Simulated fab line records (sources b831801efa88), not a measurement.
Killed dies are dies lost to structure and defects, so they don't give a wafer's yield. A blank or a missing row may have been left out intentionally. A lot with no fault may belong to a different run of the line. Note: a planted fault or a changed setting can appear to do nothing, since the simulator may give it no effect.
fab line records	flow sky130
record: lots: 24	wafers: 72	last_day: 50
route steps=708 shown VIA3@576 CAP2M@616 VIA4@640
lots with no fault: from the same line, run without faults
start_h: hours from the record's opening day to when the first of the lot's shown wafers began	wait_h: hours from the lot's prior step to this one	" same as the row above	L1.1+2: a single row standing in for several wafers	- no value present, or no start provided	* or withheld: withheld	< > ~ a bound
route shown NAME@n: names a module that has steps shown in the file, with the first one's number in the route	usual: mean/standard deviation taken from wafers without a fault	same: alike in all rows	chamber/n: place in a boat	sites: readings site by site	_std_site: how widely they spread, as a standard deviation	_edge_site: inner sites' mean taken away from outer sites' mean	radius_mm: how far each site lies from the wafer's centre	mask NAME#n: copy n	behind: the most recent tool/chamber to have shaped the wafer	hold: why the lot went on hold/how many hours it stayed there/how the hold came to an end	device: names the non-switching transistor (n, p or np)	end of line: at the end of the route, the tests of the same wafers	a step without rows: its recipe alone	killed: the dies lost at the first sort to structure and to defects; this is not the yield of the wafer	map: a wafer's dies, x killed, . not, _ none there
set.NAME: the setting the step ran with; set.NAME@STEP: the setting that earlier step ran with	model.NAME: the simulator's own value behind a step, which no gauge read
steps of the route over a sample of lots; a table a step, a row a wafer
services: from which hour (start_h, from the record's first day; less than 0 if before it) a tool's chamber was out of use, for how many hours, and why
== steps ==
step: SKY_VIA3_BOW_MEAS_03
recipe: mode: bow
usual: VIA3_BOW: 79/8.2
lot.wafer	tool	chamber	start_h	wait_h	VIA3_BOW[um]
L074.1	film_metro-03	-	898.06	0.1	81
L074.5	"	-	"	"	93
L074.6	"	-	"	"	74
L075.3	film_metro-01	-	906.87	0.2	79
L075.5	"	-	"	"	75
L075.6	"	-	"	"	80
L076.1	film_metro-04	-	913.30	0.2	83
L076.2	"	-	"	"	86
L076.4	"	-	"	"	75
L078.2	film_metro-03	-	922.06	0.2	77
L078.3	"	-	"	"	72
L078.5	"	-	"	"	83
L077.1	film_metro-04	-	924.06	0.2	82
L077.4	"	-	"	"	76
L077.6	"	-	"	"	77
L079.2	film_metro-04	-	935.19	0.3	81
L079.3	"	-	"	"	85
L079.5	"	-	"	"	86
L080.1	film_metro-03	-	946.35	0.2	88
L080.2	"	-	"	"	77
L080.6	"	-	"	"	98
L081.4	film_metro-03	-	952.92	0.3	96
L081.5	"	-	"	"	90
L081.6	"	-	"	"	102
L083.1	film_metro-03	-	964.50	0.1	73
L083.2	"	-	"	"	69
L083.4	"	-	"	"	59
L082.1	film_metro-04	-	965.91	0.2	84
L082.4	"	-	"	"	90
L082.5	"	-	"	"	76
L085.2	film_metro-03	-	976.61	0.2	67
L085.4	"	-	"	"	71
L085.5	"	-	"	"	80
L084.2	film_metro-04	-	980.30	0.2	65
L084.4	"	-	"	"	75
L084.5	"	-	"	"	55
L086.2	film_metro-03	-	982.41	0.2	61
L086.3	"	-	"	"	72
L086.5	"	-	"	"	75
L087.1	film_metro-03	-	993.52	0.1	73
L087.4	"	-	"	"	82
L087.5	"	-	"	"	75
L088.2	film_metro-04	-	1002.95	0.1	77
L088.4	"	-	"	"	80
L088.5	"	-	"	"	75
L089.3	film_metro-04	-	1012.13	0.2	79
L089.4	"	-	"	"	82
L089.6	"	-	"	"	80
L090.3	film_metro-03	-	1013.63	0.2	83
L090.5	"	-	"	"	94
L090.6	"	-	"	"	84
L091.2	film_metro-03	-	1017.85	0.2	67
L091.4	"	-	"	"	78
L091.6	"	-	"	"	67
L092.1	film_metro-04	-	1026.90	0.2	77
L092.2	"	-	"	"	85
L092.4	"	-	"	"	78
L093.2	film_metro-03	-	1037.78	0.2	79
L093.4	"	-	"	"	80
L093.6	"	-	"	"	81
L094.4	film_metro-04	-	1043.60	0.2	78
L094.5	"	-	"	"	90
L094.6	"	-	"	"	87
L095.3	film_metro-04	-	1044.31	0.2	71
L095.5	"	-	"	"	90
L095.6	"	-	"	"	73
L096.3	film_metro-04	-	1050.21	0.2	66
L096.4	"	-	"	"	82
L096.5	"	-	"	"	77
L097.1	film_metro-01	-	1051.71	0.2	75
L097.2	"	-	"	"	82
L097.6	"	-	"	"	74
step: SKY_VIA3_CD_MEAS_12
recipe: target_cd_nm: 200
usual: cd_nm: 200.2/1.3
lot.wafer	tool	chamber	start_h	wait_h	cd_nm
L074.1	cd_sem-02	-	922.89	-	198.7
L074.5	"	-	"	"	201.7
L074.6	"	-	"	"	200.1
L075.3	cd_sem-02	-	932.45	-	198.0
L075.5	"	-	"	"	199.2
L075.6	"	-	"	"	198.6
L076.1	cd_sem-01	-	937.93	-	199.7
L076.2	"	-	"	"	198.5
L076.4	"	-	"	"	200.1
L078.2	cd_sem-01	-	946.30	-	198.8
L078.3	"	-	"	"	199.9
L078.5	"	-	"	"	199.7
L077.1	cd_sem-02	-	948.66	-	199.0
L077.4	"	-	"	"	200.9
L077.6	"	-	"	"	199.4
L079.2	cd_sem-02	-	959.26	-	198.2
L079.3	"	-	"	"	198.7
L079.5	"	-	"	"	199.2
L080.1	cd_sem-01	-	971.13	-	198.4
L080.2	"	-	"	"	197.9
L080.6	"	-	"	"	198.3
L081.4	cd_sem-02	-	976.94	-	201.8
L081.5	"	-	"	"	202.6
L081.6	"	-	"	"	201.0
L083.1	cd_sem-01	-	988.59	-	199.5
L083.2	"	-	"	"	200.1
L083.4	"	-	"	"	200.1
L082.1	cd_sem-02	-	989.16	-	201.2
L082.4	"	-	"	"	200.7
L082.5	"	-	"	"	200.1
L085.2	cd_sem-01	-	1000.46	-	202.1
L085.4	"	-	"	"	202.9
L085.5	"	-	"	"	201.1
L084.2	cd_sem-01	-	1003.48	-	201.4
L084.4	"	-	"	"	201.8
L084.5	"	-	"	"	202.3
L086.2	cd_sem-01	-	1005.38	-	201.4
L086.3	"	-	"	"	201.0
L086.5	"	-	"	"	200.4
L087.1	cd_sem-02	-	1016.38	-	199.5
L087.4	"	-	"	"	199.0
L087.5	"	-	"	"	200.2
L088.2	cd_sem-01	-	1025.70	-	202.8
L088.4	"	-	"	"	200.4
L088.5	"	-	"	"	200.4
L089.3	cd_sem-02	-	1034.55	-	198.5
L089.4	"	-	"	"	199.4
L089.6	"	-	"	"	199.2
L090.3	cd_sem-02	-	1035.62	-	200.2
L090.5	"	-	"	"	200.8
L090.6	"	-	"	"	200.5
L091.2	cd_sem-02	-	1040.43	-	200.1
L091.4	"	-	"	"	200.1
L091.6	"	-	"	"	199.0
L092.1	cd_sem-01	-	1049.11	-	201.3
L092.2	"	-	"	"	200.5
L092.4	"	-	"	"	200.8
L093.2	cd_sem-01	-	1059.68	-	198.3
L093.4	"	-	"	"	198.6
L093.6	"	-	"	"	197.9
L094.4	cd_sem-01	-	1065.22	-	200.1
L094.5	"	-	"	"	200.8
L094.6	"	-	"	"	199.7
L095.3	cd_sem-02	-	1066.57	-	200.1
L095.5	"	-	"	"	199.1
L095.6	"	-	"	"	199.0
L096.3	cd_sem-02	-	1071.87	-	199.7
L096.4	"	-	"	"	201.2
L096.5	"	-	"	"	199.8
L097.1	cd_sem-02	-	1073.36	-	202.8
L097.2	"	-	"	"	201.8
L097.6	"	-	"	"	201.8
step: SKY_VIA3_CVD_21
recipe: material: W	target_thk_nm: 390	time_s: 117.31	temp_c: 400	pressure_torr: 40
usual: heater_power_w: 782/48
lot.wafer	tool	chamber	start_h	wait_h	heater_power_w
L074.1	cvd_w-01	0	923.83	0.0	715
L074.5	"	1	"	"	774
L074.6	"	0	"	"	706
L075.3	cvd_w-02	1	933.44	0.1	832
L075.5	"	1	"	"	830
L075.6	"	0	"	"	822
L076.1	cvd_w-02	0	938.85	0.0	818
L076.2	"	1	"	"	814
L076.4	"	1	"	"	808
L078.2	cvd_w-02	0	947.20	0.0	831
L078.3	"	1	"	"	809
L078.5	"	0	"	"	828
L077.1	cvd_w-01	0	949.61	0.0	712
L077.4	"	1	"	"	780
L077.6	"	1	"	"	777
L079.2	cvd_w-01	1	960.16	0.0	766
L079.3	"	1	"	"	793
L079.5	"	0	"	"	728
L080.1	cvd_w-02	1	972.04	0.0	845
L080.2	"	0	"	"	814
L080.6	"	0	"	"	844
L081.4	cvd_w-01	0	977.93	0.0	716
L081.5	"	1	"	"	792
L081.6	"	0	"	"	714
L083.1	cvd_w-02	1	989.50	0.0	826
L083.2	"	0	"	"	818
L083.4	"	1	"	"	819
L082.1	cvd_w-02	1	990.07	0.0	833
L082.4	"	1	"	"	813
L082.5	"	0	"	"	848
L085.2	cvd_w-01	1	1001.35	0.0	780
L085.4	"	0	"	"	737
L085.5	"	1	"	"	772
L084.2	cvd_w-01	0	1004.37	0.0	721
L084.4	"	0	"	"	709
L084.5	"	0	"	"	716
L086.2	cvd_w-01	1	1006.27	0.0	765
L086.3	"	1	"	"	774
L086.5	"	0	"	"	726
L087.1	cvd_w-01	1	1017.29	0.0	769
L087.4	"	0	"	"	709
L087.5	"	0	"	"	715
L088.2	cvd_w-01	0	1026.59	0.0	728
L088.4	"	1	"	"	782
L088.5	"	1	"	"	781
L089.3	cvd_w-02	1	1035.47	0.1	830
L089.4	"	0	"	"	826
L089.6	"	0	"	"	847
L090.3	cvd_w-02	1	1036.53	0.1	832
L090.5	"	0	"	"	873
L090.6	"	1	"	"	820
L091.2	cvd_w-02	1	1041.32	0.0	806
L091.4	"	0	"	"	836
L091.6	"	0	"	"	834
L092.1	cvd_w-02	0	1050.02	0.0	827
L092.2	"	1	"	"	827
L092.4	"	0	"	"	839
L093.2	cvd_w-01	1	1060.58	0.0	794
L093.4	"	1	"	"	772
L093.6	"	0	"	"	729
L094.4	cvd_w-01	0	1066.12	0.1	713
L094.5	"	1	"	"	777
L094.6	"	0	"	"	722
L095.3	cvd_w-01	0	1067.48	0.1	720
L095.5	"	1	"	"	792
L095.6	"	0	"	"	717
L096.3	cvd_w-01	0	1072.78	0.1	717
L096.4	"	1	"	"	776
L096.5	"	0	"	"	729
L097.1	cvd_w-01	0	1074.28	0.0	706
L097.2	"	1	"	"	773
L097.6	"	1	"	"	787
step: SKY_VIA3_RS_MEAS_22
recipe: thk_meas_gauge: four-point-probe	reads: W_of_VIA3_CVD_21+TiN_of_VIA3_SPUTTER_20
usual: VIA3_W_RS: 0.294/0.0046
lot.wafer	tool	chamber	start_h	wait_h	VIA3_W_RS[ohm/sq]
L074.1	film_metro-01	-	923.95	0.1	0.294
L074.5	"	-	"	"	0.292
L074.6	"	-	"	"	0.298
L075.3	film_metro-01	-	933.56	0.1	0.298
L075.5	"	-	"	"	0.300
L075.6	"	-	"	"	0.283
L076.1	film_metro-01	-	938.98	0.1	0.285
L076.2	"	-	"	"	0.297
L076.4	"	-	"	"	0.300
L078.2	film_metro-03	-	947.34	0.1	0.289
L078.3	"	-	"	"	0.295
L078.5	"	-	"	"	0.286
L077.1	film_metro-04	-	949.73	0.1	0.296
L077.4	"	-	"	"	0.293
L077.6	"	-	"	"	0.292
L079.2	film_metro-04	-	960.30	0.1	0.297
L079.3	"	-	"	"	0.295
L079.5	"	-	"	"	0.298
L080.1	film_metro-03	-	972.16	0.1	0.293
L080.2	"	-	"	"	0.285
L080.6	"	-	"	"	0.287
L081.4	film_metro-01	-	978.07	0.1	0.298
L081.5	"	-	"	"	0.298
L081.6	"	-	"	"	0.299
L083.1	film_metro-01	-	989.62	0.1	0.293
L083.2	"	-	"	"	0.289
L083.4	"	-	"	"	0.295
L082.1	film_metro-01	-	990.20	0.1	0.297
L082.4	"	-	"	"	0.295
L082.5	"	-	"	"	0.289
L085.2	film_metro-04	-	1001.49	0.1	0.292
L085.4	"	-	"	"	0.294
L085.5	"	-	"	"	0.290
L084.2	film_metro-03	-	1004.52	0.1	0.292
L084.4	"	-	"	"	0.293
L084.5	"	-	"	"	0.293
L086.2	film_metro-03	-	1006.42	0.1	0.297
L086.3	"	-	"	"	0.295
L086.5	"	-	"	"	0.298
L087.1	film_metro-03	-	1017.41	0.1	0.299
L087.4	"	-	"	"	0.297
L087.5	"	-	"	"	0.300
L088.2	film_metro-01	-	1026.73	0.1	0.294
L088.4	"	-	"	"	0.294
L088.5	"	-	"	"	0.291
L089.3	film_metro-03	-	1035.59	0.1	0.298
L089.4	"	-	"	"	0.287
L089.6	"	-	"	"	0.287
L090.3	film_metro-03	-	1036.65	0.1	0.300
L090.5	"	-	"	"	0.289
L090.6	"	-	"	"	0.298
L091.2	film_metro-01	-	1041.47	0.1	0.299
L091.4	"	-	"	"	0.283
L091.6	"	-	"	"	0.287
L092.1	film_metro-03	-	1050.15	0.1	0.288
L092.2	"	-	"	"	0.296
L092.4	"	-	"	"	0.287
L093.2	film_metro-03	-	1060.72	0.1	0.295
L093.4	"	-	"	"	0.294
L093.6	"	-	"	"	0.295
L094.4	film_metro-03	-	1066.26	0.1	0.295
L094.5	"	-	"	"	0.295
L094.6	"	-	"	"	0.297
L095.3	film_metro-04	-	1067.60	0.1	0.297
L095.5	"	-	"	"	0.297
L095.6	"	-	"	"	0.297
L096.3	film_metro-04	-	1072.90	0.1	0.295
L096.4	"	-	"	"	0.294
L096.5	"	-	"	"	0.294
L097.1	film_metro-04	-	1074.40	0.1	0.297
L097.2	"	-	"	"	0.294
L097.6	"	-	"	"	0.299
step: SKY_CAP2M_METAL_ETCH_13
recipe: target_depth_nm: 220	stop_on: SiO2	chemistry: Cl2/BCl3	target: TiN	pressure_mtorr: 10	icp_w: 900	bias_w: 48.5	Cl2_flow_sccm: 60	bcl3_flow_sccm: 30	time_s: 62.9
usual: bias_w: 48.50/0.13	drypump_motor_current_A: 5.7/0.39	oes_product_au: 0.939/0.0075	rf_fwd_power_W: 894/3.7	throttle_valve_pct: 21.903/0.0097
lot.wafer	tool	chamber	start_h	wait_h	bias_w	drypump_motor_current_A	oes_product_au	rf_fwd_power_W	rf_hours_counter_h	throttle_valve_pct
L074.1	rie_metal-02	1	949.07	0.0	48.46	5.9	0.952	892	11	21.910
L074.5	"	1	"	"	48.44	5.9	0.946	891	-	21.916
L074.6	"	0	"	"	48.34	5.7	0.936	895	-	21.887
L075.3	rie_metal-02	0	958.17	0.0	48.52	5.7	0.929	895	-	21.910
L075.5	"	1	"	"	48.53	5.9	0.942	890	-	21.901
L075.6	"	0	"	"	48.69	5.7	0.924	893	-	21.907
L076.1	rie_metal-02	1	963.69	0.0	48.59	5.9	0.934	891	12	21.908
L076.2	"	0	"	"	48.48	5.7	0.927	898	3	21.896
L076.4	"	1	"	"	48.53	5.9	0.931	892	-	21.913
L078.2	rie_metal-02	0	972.09	0.0	48.62	5.7	0.941	892	3	21.895
L078.3	"	0	"	"	48.54	5.7	0.936	898	-	21.897
L078.5	"	1	"	"	48.12	5.9	0.935	896	-	21.915
L077.1	rie_metal-04	0	974.97	0.0	48.50	5.7	0.942	898	9	21.910
L077.4	"	1	"	"	48.54	6.4	0.931	892	-	21.894
L077.6	"	0	"	"	48.28	5.7	0.931	898	-	21.910
L079.2	rie_metal-04	0	985.12	0.0	48.43	5.7	0.949	893	9	21.891
L079.3	"	0	"	"	48.38	5.7	0.942	893	-	21.901
L079.5	"	1	"	"	48.68	6.3	0.943	893	-	21.899
L080.1	rie_metal-02	0	996.89	0.0	48.55	5.7	0.941	891	4	21.893
L080.2	"	1	"	"	48.53	5.9	0.937	894	14	21.914
L080.6	"	0	"	"	48.50	5.7	0.946	894	-	21.908
L081.4	rie_metal-01	0	1002.09	0.0	48.49	5.6	0.942	886	-	21.904
L081.5	"	0	"	"	48.79	5.6	0.943	888	-	21.891
L081.6	"	1	"	"	48.36	5.0	0.939	894	-	21.915
L083.1	rie_metal-04	0	1013.70	0.0	48.51	5.7	0.948	893	11	21.902
L083.2	"	1	"	"	48.44	6.3	0.951	898	15	21.909
L083.4	"	1	"	"	48.64	6.3	0.951	896	-	21.903
L082.1	rie_metal-01	0	1014.65	0.0	48.50	5.6	0.928	885	20	21.908
L082.4	"	0	"	"	48.69	5.6	0.933	886	-	21.904
L082.5	"	1	"	"	48.37	5.0	0.942	895	-	21.907
L085.2	rie_metal-02	0	1025.50	0.0	48.46	5.7	0.936	899	6	21.916
L085.4	"	0	"	"	48.40	5.7	0.942	897	-	21.910
L085.5	"	1	"	"	48.62	5.9	0.935	891	-	21.892
L084.2	rie_metal-04	1	1028.19	0.0	48.47	6.3	0.934	897	16	21.907
L084.4	"	1	"	"	48.48	6.3	0.932	896	-	21.911
L084.5	"	1	"	"	48.37	6.3	0.934	897	-	21.904
L086.2	rie_metal-02	0	1030.15	0.0	48.24	5.7	0.936	894	6	21.921
L086.3	"	1	"	"	48.42	5.9	0.944	896	-	21.894
L086.5	"	0	"	"	48.73	5.7	0.938	895	-	21.895
L087.1	rie_metal-04	1	1039.99	0.0	48.57	6.3	0.934	895	16	21.900
L087.4	"	0	"	"	48.62	5.7	0.936	894	-	21.916
L087.5	"	1	"	"	48.44	6.3	0.948	898	-	21.897
L088.2	rie_metal-04	1	1049.57	0.0	48.52	6.3	0.931	890	17	21.916
L088.4	"	1	"	"	48.46	6.3	0.933	892	-	21.906
L088.5	"	0	"	"	48.52	5.7	0.925	895	-	21.913
L089.3	rie_metal-01	1	1058.30	0.1	48.58	5.1	0.933	900	-	21.916
L089.4	"	1	"	"	48.45	5.1	0.941	897	-	21.903
L089.6	"	1	"	"	48.51	5.1	0.928	895	-	21.911
L090.3	rie_metal-02	1	1059.38	0.0	48.62	5.9	0.941	894	-	21.902
L090.5	"	1	"	"	48.68	5.9	0.944	895	-	21.900
L090.6	"	0	"	"	48.64	5.7	0.942	894	-	21.891
L091.2	rie_metal-04	0	1063.97	0.0	48.37	5.6	0.946	895	14	21.911
L091.4	"	1	"	"	48.56	6.3	0.945	890	-	21.887
L091.6	"	1	"	"	48.52	6.3	0.939	892	-	21.884
L092.1	rie_metal-01	0	1072.59	0.0	48.67	5.6	0.938	892	1	21.917
L092.2	"	1	"	"	48.59	5.1	0.935	898	10	21.912
L092.4	"	0	"	"	48.23	5.6	0.942	885	-	21.894
L093.2	rie_metal-01	0	1081.85	0.0	48.55	5.6	0.944	887	1	21.931
L093.4	"	1	"	"	48.12	5.0	0.935	900	-	21.909
L093.6	"	0	"	"	48.65	5.6	0.933	890	-	21.900
L094.4	rie_metal-01	1	1087.63	0.0	48.65	5.1	0.937	894	-	21.894
L094.5	"	0	"	"	48.61	5.6	0.953	892	-	21.903
L094.6	"	1	"	"	48.60	5.0	0.961	895	-	21.901
L095.3	rie_metal-01	1	1090.02	0.0	48.44	5.0	0.945	900	-	21.883
L095.5	"	0	"	"	48.56	5.6	0.953	888	-	21.893
L095.6	"	1	"	"	48.58	5.0	0.947	900	-	21.904
L096.3	rie_metal-02	0	1093.92	0.0	48.53	5.7	0.926	892	-	21.919
L096.4	"	1	"	"	48.53	5.9	0.928	897	-	21.902
L096.5	"	0	"	"	48.66	5.7	0.931	894	-	21.914
L097.1	rie_metal-01	0	1095.34	0.0	48.52	5.6	0.934	889	2	21.888
L097.2	"	1	"	"	48.46	5.0	0.938	893	11	21.886
L097.6	"	0	"	"	48.51	5.6	0.948	885	-	21.900
step: SKY_VIA4_THK_MEAS_01
recipe: reads: SiO2_of_VIA4_HDPCVD_00
usual: VIA4_HDPCVD_THK: 1754/15
lot.wafer	tool	chamber	start_h	wait_h	VIA4_HDPCVD_THK[nm]
L074.1	film_metro-04	-	974.49	0.1	1760
L074.5	"	-	"	"	1743
L074.6	"	-	"	"	1737
L075.3	film_metro-04	-	984.27	0.1	1734
L075.5	"	-	"	"	1734
L075.6	"	-	"	"	1755
L076.1	film_metro-03	-	989.42	0.1	1750
L076.2	"	-	"	"	1776
L076.4	"	-	"	"	1758
L078.2	film_metro-03	-	997.24	0.1	1760
L078.3	"	-	"	"	1775
L078.5	"	-	"	"	1780
L077.1	film_metro-04	-	1000.67	0.1	1781
L077.4	"	-	"	"	1780
L077.6	"	-	"	"	1785
L079.2	film_metro-02	-	1010.92	0.1	1774
L079.3	"	-	"	"	1746
L079.5	"	-	"	"	1771
L080.1	film_metro-02	-	1022.40	0.1	1763
L080.2	"	-	"	"	1736
L080.6	"	-	"	"	1740
L081.4	film_metro-03	-	1027.34	0.0	1769
L081.5	"	-	"	"	1779
L081.6	"	-	"	"	1745
L083.1	film_metro-04	-	1037.92	0.1	1755
L083.2	"	-	"	"	1761
L083.4	"	-	"	"	1759
L082.1	film_metro-03	-	1038.86	0.1	1733
L082.4	"	-	"	"	1744
L082.5	"	-	"	"	1712
L085.2	film_metro-02	-	1050.18	0.1	1749
L085.4	"	-	"	"	1743
L085.5	"	-	"	"	1760
L084.2	film_metro-03	-	1052.98	0.1	1760
L084.4	"	-	"	"	1766
L084.5	"	-	"	"	1744
L086.2	film_metro-04	-	1053.91	0.1	1747
L086.3	"	-	"	"	1771
L086.5	"	-	"	"	1742
L087.1	film_metro-04	-	1064.04	0.1	1738
L087.4	"	-	"	"	1754
L087.5	"	-	"	"	1751
L088.2	film_metro-03	-	1073.08	0.1	1769
L088.4	"	-	"	"	1736
L088.5	"	-	"	"	1751
L089.3	film_metro-03	-	1081.55	0.1	1777
L089.4	"	-	"	"	1783
L089.6	"	-	"	"	1749
L090.3	film_metro-03	-	1082.67	0.1	1782
L090.5	"	-	"	"	1772
L090.6	"	-	"	"	1751
L091.2	film_metro-03	-	1086.76	0.1	1739
L091.4	"	-	"	"	1725
L091.6	"	-	"	"	1747
L092.1	film_metro-04	-	1094.72	0.1	1747
L092.2	"	-	"	"	1741
L092.4	"	-	"	"	1753
L093.2	film_metro-03	-	1103.82	0.1	1757
L093.4	"	-	"	"	1751
L093.6	"	-	"	"	1746
L094.4	film_metro-04	-	1109.05	0.0	1728
L094.5	"	-	"	"	1739
L094.6	"	-	"	"	1780
L095.3	film_metro-03	-	1111.98	0.1	1739
L095.5	"	-	"	"	1746
L095.6	"	-	"	"	1747
L096.3	film_metro-02	-	1115.39	0.1	1762
L096.4	"	-	"	"	1757
L096.5	"	-	"	"	1761
L097.1	film_metro-02	-	1117.01	0.1	1737
L097.2	"	-	"	"	1731
L097.6	"	-	"	"	1732
== services ==
tool	chamber	start_h	hours	kind
cvd_w-02	-	904.00	14.0	pm
cvd_w-02	0	904.00	14.0	vent_cycle
cvd_w-02	1	904.00	14.0	vent_cycle
cvd_w-02	0	918.00	-	clean
cvd_w-02	1	918.00	-	clean
rie_metal-02	-	921.31	1.2	repair
cvd_w-01	-	953.38	1.4	repair
rie_metal-01	-	955.08	14.6	pm
cvd_w-02	0	962.70	2.9	repair
rie_metal-01	-	986.78	1.4	pm
rie_metal-01	0	1024.11	7.4	repair
rie_metal-01	0	1036.26	-	clean
rie_metal-01	0	1036.26	24.2	scheduled_down
rie_metal-01	0	1036.26	24.2	vent_cycle
== key ==
fault none
